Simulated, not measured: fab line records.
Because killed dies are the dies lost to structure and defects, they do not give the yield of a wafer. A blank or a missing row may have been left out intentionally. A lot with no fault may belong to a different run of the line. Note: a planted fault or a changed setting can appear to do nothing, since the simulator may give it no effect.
fab line records ; flow sky130
record lots=6; wafers=18; last-day=50
route steps=708 shown SONOS_TUNNEL@156 SONOS_ONO@168 PAD_OPEN@708
lots that met no fault: from a run of the same line without faults
start-h: hours from the record's first day to the start of the lot's first wafer shown ; wait-h: hours since the lot's step before ; " the same as in the row above ; L1.1+2: one row covering several wafers at once ; - value missing, or start not given ; * or withheld: withheld ; < > ~ a bound
route shown NAME@n: names a module that has steps shown in the file, with the first one's number in the route ; usual: average and standard deviation across the fault-free wafers ; same: alike in all rows ; chamber/n: place in a boat ; sites: the reading at each site ; _std_site: their standard deviation ; _edge_site: inner sites' mean taken away from outer sites' mean ; radius-mm: how far each site lies from the wafer's centre ; mask NAME#n: copy n ; behind: the most recent tool/chamber to have shaped the wafer ; hold: the reason the lot was held/the length of the hold in hours/how it ended ; device: transistor that didn't switch, given as n, p or np ; end of line: the tests these same wafers got at the end of their route ; a step given without rows: its recipe and nothing more ; killed: dies that structure and defects cost at the first sort, which is not the same as the wafer's yield ; map: per-die view of a wafer (x killed, . not killed, _ where there is no die)
set.NAME: the run value of the setting; set.NAME@STEP: its run value at that earlier step ; model.NAME: the simulator's own value behind a step, which no gauge read
lots at selected steps of the route; one table per step, one row per wafer
services: the hour from which a tool's chamber was out of use, counted from the record's first day as start-h (under 0 if before that day), plus the number of hours and why
## steps
# step SKY_SONOS_TUNNEL_COAT_02
# recipe resist=NOVOLAK; spin-rpm=3000; resist-thk-nm=1140
# step SKY_SONOS_TUNNEL_SOFTBAKE_03
# recipe temp-c=90; time-s=60; resist=NOVOLAK
# step SKY_SONOS_TUNNEL_EXPOSE_04
# recipe mask-id=TUNM; na=0.6; source-shape=conventional; sigma-outer=0.6; polarization=unpolarized; target-cd-nm=410; dose-mj=136
# step SKY_SONOS_TUNNEL_PEB_05
# recipe temp-c=withheld; time-s=*; resist=NOVOLAK
# step SKY_SONOS_TUNNEL_DEVELOP_06
# recipe resist=NOVOLAK; developer=TMAH; develop-time-s=60; dev-temp-c=23
# step SKY_SONOS_TUNNEL_CD_MEAS_07
# recipe target-cd-nm=410
# usual cd-nm=409.8/2
lot.wafer;tool;chamber;start-h;wait-h;cd-nm
L589.1;cd-sem-01;-;268.90;0.1;409.9
L589.3;cd-sem-01;-;268.90;0.1;409.8
L589.5;cd-sem-01;-;268.90;0.1;410.1
L591.1;cd-sem-01;-;301.16;0.1;407.5
L591.2;cd-sem-01;-;301.16;0.1;406.9
L591.6;cd-sem-01;-;301.16;0.1;406.6
L595.2;cd-sem-01;-;319.07;0.1;409.8
L595.3;cd-sem-01;-;319.07;0.1;408.0
L595.4;cd-sem-01;-;319.07;0.1;409.1
L598.1;cd-sem-02;-;347.60;0.1;410.3
L598.2;cd-sem-02;-;347.60;0.1;410.6
L598.6;cd-sem-02;-;347.60;0.1;410.0
L602.1;cd-sem-02;-;375.26;0.1;409.1
L602.4;cd-sem-02;-;375.26;0.1;409.9
L602.6;cd-sem-02;-;375.26;0.1;408.7
L607.1;cd-sem-01;-;419.55;0.1;407.2
L607.3;cd-sem-01;-;419.55;0.1;407.4
L607.6;cd-sem-01;-;419.55;0.1;407.0
# step SKY_SONOS_TUNNEL_OVL_MEAS_08
# usual SONOS_TUNNEL_OVL=-0.3/1.6
lot.wafer;tool;chamber;start-h;wait-h;SONOS_TUNNEL_OVL[nm]
L589.1;overlay-01;-;269.02;0.1;-0.7
L589.3;overlay-01;-;269.02;0.1;0.6
L589.5;overlay-01;-;269.02;0.1;-1.0
L591.1;overlay-02;-;301.28;0.1;-1.1
L591.2;overlay-02;-;301.28;0.1;-1.8
L591.6;overlay-02;-;301.28;0.1;-1.4
L595.2;overlay-01;-;319.17;0.1;-3.5
L595.3;overlay-01;-;319.17;0.1;0.5
L595.4;overlay-01;-;319.17;0.1;-1.9
L598.1;overlay-01;-;347.72;0.1;-3.0
L598.2;overlay-01;-;347.72;0.1;-3.4
L598.6;overlay-01;-;347.72;0.1;-1.0
L602.1;overlay-01;-;375.38;0.1;3.4
L602.4;overlay-01;-;375.38;0.1;2.9
L602.6;overlay-01;-;375.38;0.1;1.7
L607.1;overlay-01;-;419.67;0.1;-1.0
L607.3;overlay-01;-;419.67;0.1;-0.1
L607.6;overlay-01;-;419.67;0.1;-0.4
# step SKY_SONOS_TUNNEL_IMPLANT_09
# recipe species=B; energy-kev=20; dose-cm2=1e+12; tilt-deg=withheld
# step SKY_SONOS_TUNNEL_WET_ETCH_10
# recipe chemistry=dHF; target-depth-nm=14; target=SiO2; dilution=100:1; temp-c=25; time-s=280
# step SKY_SONOS_TUNNEL_STRIP_11
# recipe chemistry=SPM; time-s=600; temp-c=130
# step SKY_SONOS_TUNNEL_TW_MEAS_12
# usual SONOS_TUNNEL_TW=197.9/1.2
lot.wafer;tool;chamber;start-h;wait-h;SONOS_TUNNEL_TW
L589.1;film-metro-02;-;269.47;0.0;196.1
L589.3;film-metro-02;-;269.47;0.0;196.2
L589.5;film-metro-02;-;269.47;0.0;195.1
L591.1;film-metro-04;-;301.74;0.0;199.7
L591.2;film-metro-04;-;301.74;0.0;198.0
L591.6;film-metro-04;-;301.74;0.0;198.5
L595.2;film-metro-04;-;319.63;0.0;198.6
L595.3;film-metro-04;-;319.63;0.0;198.6
L595.4;film-metro-04;-;319.63;0.0;197.9
L598.1;film-metro-04;-;348.17;0.0;197.3
L598.2;film-metro-04;-;348.17;0.0;197.8
L598.6;film-metro-04;-;348.17;0.0;196.9
L602.1;film-metro-02;-;375.82;0.0;196.4
L602.4;film-metro-02;-;375.82;0.0;197.2
L602.6;film-metro-02;-;375.82;0.0;197.9
L607.1;film-metro-02;-;420.12;0.0;195.3
L607.3;film-metro-02;-;420.12;0.0;197.1
L607.6;film-metro-02;-;420.12;0.0;197.3
# step SKY_SONOS_TUNNEL_CLEAN_13
# recipe chemistry=dHF; time-s=20; dilution=100:1; dry=ipa-marangoni
# step SKY_SONOS_ONO_OXIDATION_00
# recipe temp-c=800; ambient=O2; idle-temp-c=700; ramp-up-c-per-min=10; ramp-down-c-per-min=3; stabilise-s=600; purge-s=300; target-thk-a=26; ox-time-s=1249
# usual spike-tc-bottom-C=817.7/2.9; spike-tc-centre-C=800.7/1.1; spike-tc-lower-C=800.4/1.3; spike-tc-upper-C=800.1/1.3; tube-center-temp-C=800/0.071; tube_center_temp_C_max=802.1/0.38
# same purge-s=300
lot.wafer;tool;chamber;start-h;wait-h;spike-tc-bottom-C;spike-tc-centre-C;spike-tc-lower-C;spike-tc-upper-C;tube-center-temp-C;tube_center_temp_C_max;model.SiO2_of_SONOS_ONO_OXIDATION_00.thk-nm
L589.1;furnace-02;0;270.80;1.3;821.3;801.6;798.1;798.4;799.93;801.9;2.606
L589.3;furnace-02;0;270.80;1.3;821.0;798.7;798.3;800.5;800.04;802.1;2.612
L589.5;furnace-02;0;270.80;1.3;822.3;799.8;801.2;799.9;799.94;802.1;2.611
L591.1;furnace-01;0;302.72;0.9;816.4;801.6;802.1;799.9;800.03;801.7;2.507
L591.2;furnace-01;0;302.72;0.9;817.2;800.6;798.7;799.8;800.08;802.7;2.556
L591.6;furnace-01;0;302.72;0.9;815.6;800.1;800.4;798.9;799.89;801.8;2.503
L595.2;furnace-02;0;319.98;0.3;810.3;789.7;787.1;787.0;788.28;789.9;2.152
L595.3;furnace-02;0;319.98;0.3;811.0;789.1;789.0;787.9;788.15;790.9;2.182
L595.4;furnace-02;0;319.98;0.3;811.3;787.9;787.4;786.3;788.14;790.3;2.156
L598.1;furnace-02;0;348.33;0.1;810.0;789.0;788.6;786.7;788.14;790.9;2.046
L598.2;furnace-02;0;348.33;0.1;810.4;788.1;788.7;787.7;788.14;789.8;2.101
L598.6;furnace-02;0;348.33;0.1;809.3;789.5;786.6;787.6;788.32;791.1;2.103
L602.1;furnace-01;0;377.41;1.5;816.3;801.8;801.9;800.6;799.84;802.2;2.554
L602.4;furnace-01;0;377.41;1.5;815.4;801.9;799.0;800.9;800.07;801.9;2.557
L602.6;furnace-01;0;377.41;1.5;815.7;803.3;799.8;801.2;800.05;802.1;2.586
L607.1;furnace-01;0;421.04;0.8;815.6;800.8;801.6;800.2;799.89;802.2;2.596
L607.3;furnace-01;0;421.04;0.8;815.4;799.8;801.2;800.8;800.05;801.7;2.57
L607.6;furnace-01;0;421.04;0.8;816.3;800.7;799.2;801.2;799.99;801.5;2.612
# step SKY_SONOS_ONO_THK_MEAS_01
# recipe reads=SiO2_of_SONOS_ONO_OXIDATION_00
# usual SONOS_ONO_OXIDATION_THK=2.56/0.067
lot.wafer;tool;chamber;start-h;wait-h;SONOS_ONO_OXIDATION_THK[nm]
L589.1;film-metro-01;-;272.14;0.0;2.63
L589.3;film-metro-01;-;272.14;0.0;2.60
L589.5;film-metro-01;-;272.14;0.0;2.58
L591.1;film-metro-02;-;304.07;0.0;2.51
L591.2;film-metro-02;-;304.07;0.0;2.52
L591.6;film-metro-02;-;304.07;0.0;2.46
L595.2;film-metro-02;-;321.33;0.0;2.13
L595.3;film-metro-02;-;321.33;0.0;2.18
L595.4;film-metro-02;-;321.33;0.0;2.17
L598.1;film-metro-03;-;349.67;0.0;2.03
L598.2;film-metro-03;-;349.67;0.0;2.12
L598.6;film-metro-03;-;349.67;0.0;2.10
L602.1;film-metro-02;-;378.75;0.0;2.51
L602.4;film-metro-02;-;378.75;0.0;2.52
L602.6;film-metro-02;-;378.75;0.0;2.53
L607.1;film-metro-01;-;422.38;0.0;2.65
L607.3;film-metro-01;-;422.38;0.0;2.55
L607.6;film-metro-01;-;422.38;0.0;2.63
# step SKY_SONOS_ONO_CVD_02
# recipe material=Si3N4; precursor=DCS/NH3; target-thk-nm=10.5; temp-c=770; time-s=180; pressure-mtorr=250
# step SKY_PAD_OPEN_PROBE_99
# usual killed_at_M0_to_M3=42/7.4; killed_at_M4_up=3.3/2.1; killed-at-contacts=24/5.3; killed-at-front-end=15/4.5; killed-at-other=0.3/0.57; killed-dies=84/10; killed-open=46/7.5; killed-short=38/6.4
# same gross-dies=492; killed-at-back-side=0
lot.wafer;tool;chamber;start-h;wait-h;killed_at_M0_to_M3;killed_at_M4_up;killed-at-contacts;killed-at-front-end;killed-at-other;killed-dies;killed-open;killed-short;model.etest.cap-ono.gate-log10-a-cm2;model.etest.cap-ono.gate-bv-v;model.etest.cap-ono.tox-acc-nm;model.etest.sonos-erased.vt-v;model.etest.sonos-baked.vt-less-v
L589.1;prober-01;-;1091.25;0.1;42;4;31;24;0;101;55;46;-7.861;16.08;12.82;-2.293;-0.4175
L589.3;prober-01;-;1091.35;0.2;39;0;25;8;0;72;41;31;-7.878;16.34;12.78;-2.299;-0.4872
L589.5;prober-01;-;1091.45;0.2;40;3;21;12;1;77;44;33;-7.744;16.03;12.73;-2.279;-0.5154
L591.1;prober-01;-;1118.94;0.1;41;6;20;6;2;75;41;34;-7.908;16.24;12.85;-2.306;-0.4801
L591.2;prober-01;-;1118.99;0.1;51;5;26;20;0;102;51;51;-7.909;16.37;12.81;-2.309;-0.5069
L591.6;prober-01;-;1119.19;0.2;44;8;21;12;1;86;41;45;-7.889;16.39;12.88;-2.262;-0.5185
L595.2;prober-02;-;1126.95;0.1;48;3;21;7;0;79;40;39;-7.429;15.64;12.47;-2.465;-0.6
L595.3;prober-02;-;1127.00;0.2;31;2;29;17;0;79;46;33;-7.411;15.97;12.44;-2.484;-0.6466
L595.4;prober-02;-;1127.05;0.2;50;1;18;18;0;87;45;42;-7.421;15.91;12.42;-2.532;-0.6592
L598.1;prober-02;-;1147.41;0.1;50;0;20;8;0;78;44;34;-6.869;15.69;11.97;-2.638;-0.8113
L598.2;prober-02;-;1147.46;0.1;48;3;14;6;1;72;27;45;-7.03;15.79;12.2;-2.593;-0.6748
L598.6;prober-02;-;1147.66;0.2;44;4;21;21;0;90;42;48;-6.938;15.35;12.11;-2.591;-0.6476
L602.4;prober-01;-;1164.77;0.2;36;3;31;19;0;89;53;34;-7.793;16.28;12.79;-2.304;-0.5091
L602.6;prober-01;-;1164.87;0.2;36;3;23;14;0;76;41;35;-7.801;16.41;12.8;-2.307;-0.4884
L607.1;prober-02;-;1195.22;0.1;51;2;18;12;0;83;39;44;-7.809;15.71;12.83;-2.283;-0.5284
L607.3;prober-02;-;1195.32;0.2;39;1;22;18;1;81;38;42;-7.831;15.81;12.74;-2.324;-0.5617
L607.6;prober-02;-;1195.47;0.2;37;5;36;16;0;94;57;37;-8.021;16.12;13.04;-2.223;-0.4828
# killed by level:class
L589.1 CONTACT:geometric-particle:open=11 LI_CONTACT:geometric-particle:open=8 VIA1:geometric-particle:open=8 POLY_GATE:geometric-particle:short=6 VIA2:geometric-particle:short=6 VIA3:geometric-particle:open=6 FIELD_ISO:geometric-particle:open=5 CONTACT:geometric-particle:short=5
L589.3 VIA1:geometric-particle:open=11 VIA3:geometric-particle:open=7 CONTACT:geometric-particle:open=7 LI_CONTACT:geometric-particle:open=6 CONTACT:geometric-particle:short=6 METAL2:geometric-particle:short=5 LOCAL_INTERCONNECT:geometric-particle:short=4 METAL1:geometric-particle:short=4
L589.5 VIA1:geometric-particle:open=10 LI_CONTACT:geometric-particle:open=7 CONTACT:geometric-particle:short=7 CONTACT:geometric-particle:open=7 VIA3:geometric-particle:open=5 VIA1:geometric-particle:short=5 VIA3:geometric-particle:short=4 METAL1:geometric-particle:short=4
L591.1 LI_CONTACT:geometric-particle:open=8 VIA2:geometric-particle:open=8 VIA1:geometric-particle:open=8 CONTACT:geometric-particle:open=6 VIA2:geometric-particle:short=6 LOCAL_INTERCONNECT:geometric-particle:short=4 VIA3:geometric-particle:short=3 METAL1:geometric-particle:short=3
L591.2 CONTACT:geometric-particle:open=11 VIA1:geometric-particle:open=10 METAL1:geometric-particle:short=9 VIA2:geometric-particle:open=8 VIA3:geometric-particle:open=7 FIELD_ISO:geometric-particle:short=6 LI_CONTACT:geometric-particle:short=6 VIA1:geometric-particle:short=6
L591.6 CONTACT:geometric-particle:open=9 METAL1:geometric-particle:short=8 VIA1:geometric-particle:open=8 VIA3:geometric-particle:open=7 VIA1:geometric-particle:short=7 METAL4:geometric-particle:short=6 LI_CONTACT:geometric-particle:open=5 FIELD_ISO:geometric-particle:short=4
L595.2 METAL2:geometric-particle:short=11 VIA1:geometric-particle:open=9 CONTACT:geometric-particle:open=7 VIA2:geometric-particle:open=7 VIA3:geometric-particle:short=6 LI_CONTACT:geometric-particle:open=5 LOCAL_INTERCONNECT:geometric-particle:short=5 VIA3:geometric-particle:open=5
L595.3 LI_CONTACT:geometric-particle:open=9 CONTACT:geometric-particle:open=8 FIELD_ISO:geometric-particle:open=6 LOCAL_INTERCONNECT:geometric-particle:short=5 VIA2:geometric-particle:open=5 VIA3:geometric-particle:open=5 VIA1:geometric-particle:short=4 POLY_GATE:geometric-particle:short=4
L595.4 VIA1:geometric-particle:open=10 VIA3:geometric-particle:open=8 LI_CONTACT:geometric-particle:open=7 METAL1:geometric-particle:short=7 CONTACT:geometric-particle:open=6 VIA3:geometric-particle:short=5 FIELD_ISO:geometric-particle:short=4 METAL2:geometric-particle:short=4
L598.1 VIA1:geometric-particle:open=13 VIA2:geometric-particle:open=9 CONTACT:geometric-particle:open=8 METAL1:geometric-particle:short=7 METAL2:geometric-particle:short=6 POLY_GATE:geometric-particle:short=5 LI_CONTACT:geometric-particle:open=4 VIA3:geometric-particle:open=4
L598.2 VIA1:geometric-particle:open=11 VIA2:geometric-particle:open=7 METAL1:geometric-particle:short=7 CONTACT:geometric-particle:short=6 VIA2:geometric-particle:short=5 VIA1:geometric-particle:short=4 METAL3:geometric-particle:short=4 VIA3:geometric-particle:short=4
L598.6 VIA1:geometric-particle:open=9 LI_CONTACT:geometric-particle:open=7 METAL1:geometric-particle:short=7 FIELD_ISO:geometric-particle:short=6 METAL2:geometric-particle:short=6 VIA1:geometric-particle:short=5 POLY_GATE:geometric-particle:short=5 CONTACT:geometric-particle:open=5
L602.4 CONTACT:geometric-particle:open=9 LI_CONTACT:geometric-particle:open=9 VIA2:geometric-particle:open=9 POLY_GATE:geometric-particle:open=5 VIA1:geometric-particle:open=5 FIELD_ISO:geometric-particle:open=4 LOCAL_INTERCONNECT:geometric-particle:short=4 CONTACT:geometric-particle:short=4
L602.6 CONTACT:geometric-particle:open=8 LI_CONTACT:geometric-particle:open=6 VIA1:geometric-particle:open=6 VIA2:geometric-particle:open=6 VIA3:geometric-particle:open=5 METAL1:geometric-particle:short=5 POLY_GATE:geometric-particle:short=4 CONTACT:geometric-particle:short=4
L607.1 VIA3:geometric-particle:open=9 VIA1:geometric-particle:open=8 VIA1:geometric-particle:short=7 CONTACT:geometric-particle:open=6 FIELD_ISO:geometric-particle:short=5 METAL3:geometric-particle:short=5 LI_CONTACT:geometric-particle:open=5 METAL1:geometric-particle:short=5
L607.3 VIA1:geometric-particle:open=10 CONTACT:geometric-particle:short=8 METAL2:geometric-particle:short=8 FIELD_ISO:geometric-particle:short=7 FIELD_ISO:geometric-particle:open=6 LI_CONTACT:geometric-particle:open=5 VIA2:geometric-particle:open=5 CONTACT:geometric-particle:open=4
L607.6 LI_CONTACT:geometric-particle:open=12 CONTACT:geometric-particle:open=10 FIELD_ISO:geometric-particle:open=8 VIA1:geometric-particle:open=8 VIA3:geometric-particle:open=7 LI_CONTACT:geometric-particle:short=5 LOCAL_INTERCONNECT:geometric-particle:open=4 METAL1:geometric-particle:short=4
## services
tool;chamber;start-h;hours;kind
furnace-01;-;263.86;4.9;pm
furnace-01;-;283.04;12.8;pm
furnace-02;-;336.69;3.7;pm
furnace-01;-;394.21;3.8;pm
## key
first-sign step=SKY_SONOS_ONO_OXIDATION_00; reading=tube-center-temp-C; direction=down; sigmas=99+; usual=*; struck=*
effect step=SKY_SONOS_ONO_OXIDATION_00; reading=tube_center_temp_C_max; direction=down; sigmas=31; usual=*; struck=*
effect step=SKY_SONOS_ONO_THK_MEAS_01; reading=SONOS_ONO_OXIDATION_THK; direction=down; sigmas=6.5; usual=2.56; struck=2.12
model-effect step=SKY_SONOS_ONO_OXIDATION_00; value=SiO2_of_SONOS_ONO_OXIDATION_00.thk-nm; without=2.536; struck=2.123
model-effect step=SKY_PAD_OPEN_PROBE_99; value=etest.cap-ono.gate-log10-a-cm2; without=-7.718; struck=-7.183
met-at SKY_SONOS_ONO_OXIDATION_00
struck-wafers L595.2,L595.3,L595.4,L598.1,L598.2,L598.6
tester-left-out L595,L598
onset-between 270.80 319.98
fault kind=process-parameter-drift; tool=furnace-02; chamber=-; onset-h=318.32; steps=SKY_SONOS_ONO_OXIDATION_00; channel=temp-c; offset=*; shape=step; end-h=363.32; acts-in=*; stated=*
# tester-left-out: of these lots the tester's yield and bins aren't shown, on N5 and GAA mostly nor the transistor test; their killed dies are dies lost to structure and defects alone, not to doping, threshold or leakage, so they don't give the yield
